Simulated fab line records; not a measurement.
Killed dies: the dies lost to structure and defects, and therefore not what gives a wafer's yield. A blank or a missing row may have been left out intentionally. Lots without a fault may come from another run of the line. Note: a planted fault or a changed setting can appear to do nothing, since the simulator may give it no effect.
Matching of chambers	flow gf180mcu	GF_V5_ETCH_16 on rie-diel-02: 4 sister chambers
The step etches BARC in N2/H2. 8 wafers are shown with their chamber, then 12 later ones without.

WAFERS WITH THEIR CHAMBER
wafer	chamber	drypump-motor-current-A (A)	throttle-valve-pct (%)
L080.3	2	6.0	13.230
L080.4	2	5.9	13.226
L083.1	1	6.3	13.233
L083.2	3	6.1	13.221
L083.6	0	5.8	13.225
L085.2	1	6.2	13.228
L085.3	3	6.1	13.230
L085.6	0	5.8	13.236

WAFERS MISSING THEIR CHAMBER
wafer	drypump-motor-current-A (A)	throttle-valve-pct (%)
L086.2	6.1	13.217
L086.5	6.1	13.214
L086.6	5.9	13.215
L087.2	6.0	13.224
L087.5	6.1	13.224
L087.6	6.0	13.230
L089.2	6.1	13.225
L089.4	6.3	13.232
L089.6	5.9	13.230
L096.1	6.1	13.228
L096.3	6.3	13.216
L096.4	5.7	13.231

CHAMBER TAKEN BY EACH
wafer	from the rows above	in truth
L086.2	3	3
L086.5	can't be placed: 3 or 2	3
L086.6	can't be placed: 2 or 0 or 3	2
L087.2	can't be placed: 2 or 3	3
L087.5	3	3
L087.6	can't be placed: 2 or 3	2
L089.2	3	3
L089.4	1	1
L089.6	can't be placed: 2 or 0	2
L096.1	3	3
L096.3	can't be placed: 1 or 3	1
L096.4	0	0
Correctly placed: 6 of 12. Not placeable from these rows: 6 (in 6, the candidates include the true chamber). 0 placed wrongly.
How it was worked out, from the rows above alone: a wafer's distance from a chamber is the root of the sum, over the readings, of the square of ((its reading less the chamber's mean) divided by the reading's scatter). The wafer belongs to the nearest chamber; if the next one is less than 2 further off, it can't be placed. A chamber's mean is the mean of its shown wafers. The scatter: the root of (the sum of the squares of (reading less its chamber's mean) over the shown wafers, divided by (wafers less chambers)).
